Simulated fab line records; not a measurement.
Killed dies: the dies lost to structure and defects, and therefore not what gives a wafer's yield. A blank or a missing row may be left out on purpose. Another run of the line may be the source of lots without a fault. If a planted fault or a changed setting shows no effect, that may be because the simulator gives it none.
Chamber matching + flow sky130 + SKY_FIELD_ISO_ETCH_15 on rie_diel-02 has 4 sister chambers
The step etches the open film in CHF3/O2, stops on Si, target depth 180 nm, time 72 s. 4 wafers are shown with their chamber, then 10 later ones without.

EACH WAFER AND ITS CHAMBER
| wafer  | chamber | throttle_valve_pct (%) |
|--------|---------|------------------------|
| L083.5 | 1       | 8.836                  |
| L085.3 | 3       | 8.827                  |
| L085.6 | 0       | 8.847                  |
| L089.5 | 2       | 8.870                  |

WAFERS WITH NO CHAMBER GIVEN
| wafer  | throttle_valve_pct (%) |
|--------|------------------------|
| L089.6 | 8.842                  |
| L091.1 | 8.831                  |
| L091.5 | 8.850                  |
| L091.6 | 8.832                  |
| L092.1 | 8.827                  |
| L092.3 | 8.849                  |
| L092.4 | 8.853                  |
| L095.1 | 8.848                  |
| L095.5 | 8.852                  |
| L095.6 | 8.852                  |

THE CHAMBER EACH PASSED THROUGH
| wafer  | from the rows above     | in truth                   |
|--------|-------------------------|----------------------------|
| L089.6 | can't be placed: 0 or 1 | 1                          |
| L091.1 | can't be placed: 3 or 1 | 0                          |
| L091.5 | 0                       | 0                          |
| L091.6 | can't be placed: 1 or 3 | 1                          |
| L092.1 | 3                       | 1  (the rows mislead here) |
| L092.3 | 0                       | 0                          |
| L092.4 | 0                       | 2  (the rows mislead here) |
| L095.1 | 0                       | 0                          |
| L095.5 | 0                       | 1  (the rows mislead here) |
| L095.6 | 0                       | 0                          |
Correct placement for 4 of the 10. Cannot be placed on the basis of these rows: 3; the candidates contain the true chamber in 2. Number placed wrongly: 3.
How it was worked out, from the rows above alone: a wafer's distance from a chamber is the root of the sum, over the readings, of the square of ((its reading less the chamber's mean) divided by the reading's scatter). If the next closest chamber is less than 2 further off than the closest, the wafer can't be placed; otherwise it belongs to the closest. Each chamber's mean is taken over the wafers shown for it. The scatter (one wafer shown for each chamber): square how far every hidden wafer sits from the nearest shown wafer, average those squares and take the square root.
